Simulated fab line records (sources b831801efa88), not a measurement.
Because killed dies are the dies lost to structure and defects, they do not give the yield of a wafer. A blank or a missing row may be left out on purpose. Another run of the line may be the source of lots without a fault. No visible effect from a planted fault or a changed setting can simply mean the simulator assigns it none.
Shared-tool check | flow gf180mcu | Sample size 12 lots and 36 wafers

THE REASON FOR OPENING IT
GF_VT_IMPLANT_TW_MEAS_32, reading VT_IMPLANT_3_TW: flagged on 1 of 12 lots. No-fault wafers: 269, standard deviation 3.3.
Rule: flag the lot when none of its wafers has a number, or when each of its wafers that has one lies beyond 4 standard deviations from that mean. The rest of the lots are taken to be sound.

lot  | measured     | on            | VT_IMPLANT_3_TW, wafer by wafer | flag
L657 | day 7 00:44  | film metro-04 | 266 266 266                     |
L658 | day 7 08:18  | film metro-02 | 275 275 273                     |
L661 | day 8 01:25  | film metro-02 | 272 272 272                     |
L664 | day 8 20:06  | film metro-02 | 271 272 272                     |
L665 | day 9 01:41  | film metro-01 | 30 30 30                        | FLAGGED
L669 | day 10 02:59 | film metro-04 | 265 266 265                     |
L671 | day 10 17:08 | film metro-04 | 265 264 267                     |
L674 | day 11 15:25 | film metro-01 | 269 267 269                     |
L675 | day 11 20:41 | film metro-01 | 268 269 268                     |
L676 | day 12 02:50 | film metro-01 | 268 268 268                     |
L677 | day 12 07:29 | film metro-01 | 269 269 269                     |
L678 | day 12 15:09 | film metro-01 | 269 269 268                     |
Average over the flagged lots: 30; offset from the usual -239, equal to -72 standard deviations.

LOT BY LOT: THE TOOL USED
The record keeps 1 process step preceding the reading, out of 602 steps on the route. Every cell lists first the tool, next ch and the chambers used by the sampled wafers, and last the start.
lot  | flag    | GF_VT_IMPLANT_EXPOSE_26
L657 |         | iline stepper-01 ch 0, day 6 17:14
L658 |         | iline stepper-02 ch 0, day 7 00:39
L661 |         | iline stepper-01 ch 0, day 7 17:25
L664 |         | iline stepper-02 ch 0, day 8 11:36
L665 | FLAGGED | iline stepper-01 ch 0, day 8 17:02
L669 |         | iline stepper-01 ch 0, day 9 17:32
L671 |         | iline stepper-02 ch 0, day 10 08:07
L674 |         | iline stepper-01 ch 0, day 11 05:55
L675 |         | iline stepper-01 ch 0, day 11 11:10
L676 |         | iline stepper-02 ch 0, day 11 17:04
L677 |         | iline stepper-02 ch 0, day 11 21:53
L678 |         | iline stepper-02 ch 0, day 12 04:58
What these steps do:
- GF_VT_IMPLANT_EXPOSE_26: exposes mask LVPWELL HV AREA, target cd 860 nm.
- GF_VT_IMPLANT_TW_MEAS_32

FLAGGED OVER TOTAL, TOOL BY TOOL (the gauges that took the reading come last)
step                     | tool             | lots run | flagged | share of the flagged lots | sound lots run after its first flagged lot
GF_VT_IMPLANT_EXPOSE_26  | iline stepper-01 | 6        | 1       | all                       | 3 (L669,L674,L675)
GF_VT_IMPLANT_EXPOSE_26  | iline stepper-02 | 6        | 0       | none                      | -
GF_VT_IMPLANT_TW_MEAS_32 | film metro-01    | 6        | 1       | all                       | 5 (L674,L675,L676,L677,L678)
GF_VT_IMPLANT_TW_MEAS_32 | film metro-02    | 3        | 0       | none                      | -
GF_VT_IMPLANT_TW_MEAS_32 | film metro-04    | 3        | 0       | none                      | -

WHAT IS ALLOWED BY THE TABLE
2 rows of the table ran every flagged lot: iline stepper-01 at GF_VT_IMPLANT_EXPOSE_26, film metro-01 at GF_VT_IMPLANT_TW_MEAS_32.
- iline stepper-01 at GF_VT_IMPLANT_EXPOSE_26: 1 of its 6 lots flagged. Sound lots followed the first flagged one (L669, L674, L675) on it, something a lasting fault affecting the whole tool could not allow.
- film metro-01 at GF_VT_IMPLANT_TW_MEAS_32: 1 of its 6 lots flagged. Sound lots followed the first flagged one (L674, L675, L676, L677, L678) on it, something a lasting fault affecting the whole tool could not allow.
Not one row of the table ran every flagged lot while running no sound lot after the first.

WHAT THE SIMULATOR HAD PUT IN
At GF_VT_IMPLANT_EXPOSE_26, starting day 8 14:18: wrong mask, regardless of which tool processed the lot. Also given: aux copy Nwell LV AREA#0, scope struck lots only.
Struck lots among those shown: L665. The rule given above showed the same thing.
